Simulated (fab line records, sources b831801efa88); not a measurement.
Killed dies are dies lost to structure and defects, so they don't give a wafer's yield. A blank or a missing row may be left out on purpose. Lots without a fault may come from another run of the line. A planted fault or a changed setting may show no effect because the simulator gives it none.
Split-lot experiment | flow sky130 | 5 lots, 23 wafers read, on a route of 708 steps

THE SPLIT
At SKY_LI_CONTACT_HDPCVD_00 (deposits PSG, target thk 930 nm, time 155 s), the setting time_s was moved away from the recipe's 155 s on 5 of the 23 wafers read, by -6.3% to +14.9%. The other wafers ran this setting at the recipe's value.

The file shows no step between the split and the reading.

THE READING
LI_CONTACT_HDPCVD_THK, in nm, at SKY_LI_CONTACT_THK_MEAS_01. Fault-free wafers of this fab line usually give 929 nm, standard deviation 8.7 nm.

wafer  | tool, chamber at the split | time_s as run, s | against the recipe | LI_CONTACT_HDPCVD_THK, nm | against lot-mates on the recipe
L074.1 | hdpcvd-02, 0               | 155              | recipe             | 912                       | -
L074.2 | hdpcvd-02, 2               | 155              | recipe             | 922                       | -
L074.3 | hdpcvd-02, 1               | 155              | recipe             | 915                       | -
L074.4 | hdpcvd-02, 1               | 155              | recipe             | 916                       | -
L074.6 | hdpcvd-02, 2               | 155              | recipe             | 919                       | -
L078.1 | hdpcvd-01, 1               | 155              | recipe             | 924                       | -
L078.2 | hdpcvd-01, 0               | 155              | recipe             | 933                       | -
L078.4 | hdpcvd-01, 1               | 155              | recipe             | 930                       | -
L078.5 | hdpcvd-01, 2               | 155              | recipe             | 926                       | -
L078.6 | hdpcvd-01, 0               | 155              | recipe             | 946                       | -
L081.2 | hdpcvd-02, 0               | 155              | recipe             | 935                       | -
L081.3 | hdpcvd-02, 1               | 155              | recipe             | 922                       | -
L081.6 | hdpcvd-02, 0               | 155              | recipe             | 927                       | -
L083.1 | hdpcvd-02, 2               | 155              | recipe             | 928                       | -
L083.2 | hdpcvd-02, 0               | 155              | recipe             | 934                       | -
L083.4 | hdpcvd-02, 1               | 155              | recipe             | 934                       | -
L083.5 | hdpcvd-02, 2               | 145.2            | -6.3%              | 861                       | -71
L083.6 | hdpcvd-02, 0               | 145.2            | -6.3%              | 873                       | -59
L085.1 | hdpcvd-02, 2               | 155              | recipe             | 927                       | -
L085.2 | hdpcvd-02, 1               | 178.1            | +14.9%             | 1071                      | +144
L085.3 | hdpcvd-02, 0               | 178.1            | +14.9%             | 1074                      | +146
L085.4 | hdpcvd-02, 1               | 155              | recipe             | 928                       | -
L085.6 | hdpcvd-02, 0               | 178.1            | +14.9%             | 1070                      | +142

THE FIT
A straight line over all 23 wafers: LI_CONTACT_HDPCVD_THK changes by +9.69 nm for each +1% of time_s; r = +0.99; the points scatter about the line by 7.8 nm.
The same after taking each lot's own level away (the mean of its wafers on the recipe; 23 wafers): +9.76 nm for each +1%; r = +1.00; scatter 5.2 nm.
On that fit, the largest move of time_s shifts the reading by 1.5e+02 nm.
The lots' own levels span 916.8 to 932.0 nm, that is 1.7 times the standard deviation above.
So the lot-to-lot level changes the slope little: the two slopes agree.
Check: with one of the wafers moved furthest among these (+14.9%) left out of the fit, the line predicts +146 nm for it against its lot-mates. It came out at +144 nm against them.

OTHER SPLITS ON THESE WAFERS
These wafers also went through other splits before the reading. Each is held against what the fit with the lots' levels taken away leaves over:
other split on the same wafers     | wafers away from the commonest value | r with LI_CONTACT_HDPCVD_THK (lot level and that fit taken away)
SKY_SD_P_DEVELOP_06 develop_time_s | 6                                    | +0.03
SKY_RES_XHIGH_IMPLANT_07 dose_cm2  | 10                                   | +0.19
SKY_SD_N_DEVELOP_06 dev_temp_c     | 10                                   | +0.28
SKY_SD_N_IMPLANT_09 energy_kev     | 12                                   | +0.22

THE WHOLE CHAIN: every reading that the file lists as answering this split, in the file's order
step                       | what it does                                | reading                                                                             | change (the file's fit)              | r (the file's)
SKY_LI_CONTACT_HDPCVD_00   | deposits PSG, target thk 930 nm, time 155 s | PSG_of_LI_CONTACT_HDPCVD_00.thk_nm (the simulator's own value, which no gauge read) | +9.75 nm for each +1% of the setting | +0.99
SKY_LI_CONTACT_THK_MEAS_01 |                                             | LI_CONTACT_HDPCVD_THK                                                               | +9.79 for each +1% of the setting    | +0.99
SKY_LI_CONTACT_CMP_02      | polishes PSG                                | time_to_endpoint_s                                                                  | withheld for each +1% of the setting | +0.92

THE FILE'S OWN FIT
LI_CONTACT_HDPCVD_THK changes by +9.79 nm for each +1% of time_s, r = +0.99.
